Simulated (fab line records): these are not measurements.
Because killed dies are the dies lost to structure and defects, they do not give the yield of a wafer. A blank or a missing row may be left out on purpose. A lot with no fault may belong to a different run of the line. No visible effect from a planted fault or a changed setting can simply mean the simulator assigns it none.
Which tool was responsible? -- flow sky130 -- 39 wafers from 13 lots sampled at 2 of the route's 708 steps

## WHAT THE GAUGES READ, wafer by wafer
SKY_VT_ADJUST_NCORE_OVL_MEAS_08.
lot,measured,on,VT_ADJUST_NCORE_OVL (nm)
L488,day 8 20:21,overlay-02,0.3 0.0 2.0
L489,day 8 22:28,overlay-02,1.9 0.4 3.2
L491,day 9 10:48,overlay-02,-0.6 -1.2 0.2
L493,day 9 23:43,overlay-02,1.7 -0.1 2.1
L494,day 10 07:36,overlay-02,0.2 -0.1 1.6
L495,day 10 15:00,overlay-02,-2.6 -1.3 -2.6
L497,day 11 06:31,overlay-02,-0.3 -0.7 0.8
L498,day 11 14:22,overlay-01,0.2 0.6 2.0
L501,day 12 10:46,overlay-01,2.0 -0.5 0.7
L502,day 12 16:28,overlay-02,-118.3 -118.6 -119.3 -116.8 -117.5 -117.7
L506,day 14 01:00,overlay-01,-119.9 -119.9 -120.3 -118.0 -118.4 -118.6
L507,day 14 09:55,overlay-02,-0.7 0.1 1.6
L510,day 15 01:22,overlay-01,0.3 0.1 -0.2

## WHICH TOOL RAN EACH LOT (tool, then ch and the chambers of the sampled wafers, then the start)
lot,SKY_VT_ADJUST_NCORE_EXPOSE_04
L488,"iline stepper-01 ch 0, day 8 09:46"
L489,"iline stepper-01 ch 0, day 8 12:24"
L491,"iline stepper-02 ch 0, day 8 23:25"
L493,"iline stepper-02 ch 0, day 9 12:56"
L494,"iline stepper-02 ch 0, day 9 20:26"
L495,"iline stepper-02 ch 0, day 10 03:26"
L497,"iline stepper-01 ch 0, day 10 18:41"
L498,"iline stepper-01 ch 0, day 11 02:43"
L501,"iline stepper-02 ch 0, day 11 22:53"
L502,"iline stepper-02 ch 0, day 12 03:46"
L506,"iline stepper-02 ch 0, day 13 12:22"
L507,"iline stepper-01 ch 0, day 13 21:56"
L510,"iline stepper-01 ch 0, day 14 11:30"
- SKY_VT_ADJUST_NCORE_EXPOSE_04: exposes mask LVTN COMPLEMENT THIN, target cd 380 nm.

## WHAT THE TOOLS THEMSELVES READ (means of the sampled wafers that have a number; where no wafer has one, the mark that the record gives instead)
The record holds no such reading with a usual standard deviation.

## THE ANSWER, worked out from the rows above alone
Rule: the usual values come from the lots themselves. Put in order of their means at a reading, lots are off if they are a third of the lots or fewer, leave a main group of 4 or more, and stand apart from it by a gap of 3 or more times the standard deviation of the main group's means; of several such gaps the widest counts. A main group is skipped when, at the precision printed for the reading in the tables above, its means are all equal. Also off: a lot with no number at a reading for which 4 or more lots have one. Any other lot the step has rows for is counted as sound. First the gauges in route order, then the tools' own readings, where a lot's mean is used as printed above. At the first step where some lot is off, the reading lying furthest off is the one used; lots without a number count as furthest.
Off: L502, L506, seen at SKY_VT_ADJUST_NCORE_OVL_MEAS_08 (VT_ADJUST_NCORE_OVL). The main group has a mean of 0.3 nm with a standard deviation of 1.
If a tool, at a process step before that reading, ran all the lots that are off and no sound lot after the first of them, it fits. The gauges at SKY_VT_ADJUST_NCORE_OVL_MEAS_08 are tried like those tools. One candidate fits, namely iline stepper-02 at SKY_VT_ADJUST_NCORE_EXPOSE_04. A fault onset in the window from L501 (day 11 22:53, its last sound lot) to L502 (day 12 03:46, its first lot off) fits.

## WHAT HAD BEEN PUT IN BY THE SIMULATOR
Scanner matching overlay: iline stepper-02, from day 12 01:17 on, at SKY_VT_ADJUST_NCORE_EXPOSE_04. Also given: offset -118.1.
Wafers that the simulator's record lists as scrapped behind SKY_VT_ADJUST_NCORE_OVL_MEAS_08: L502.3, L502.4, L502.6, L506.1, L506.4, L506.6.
Struck lots among those shown: L502, L506. The rule above found the same.
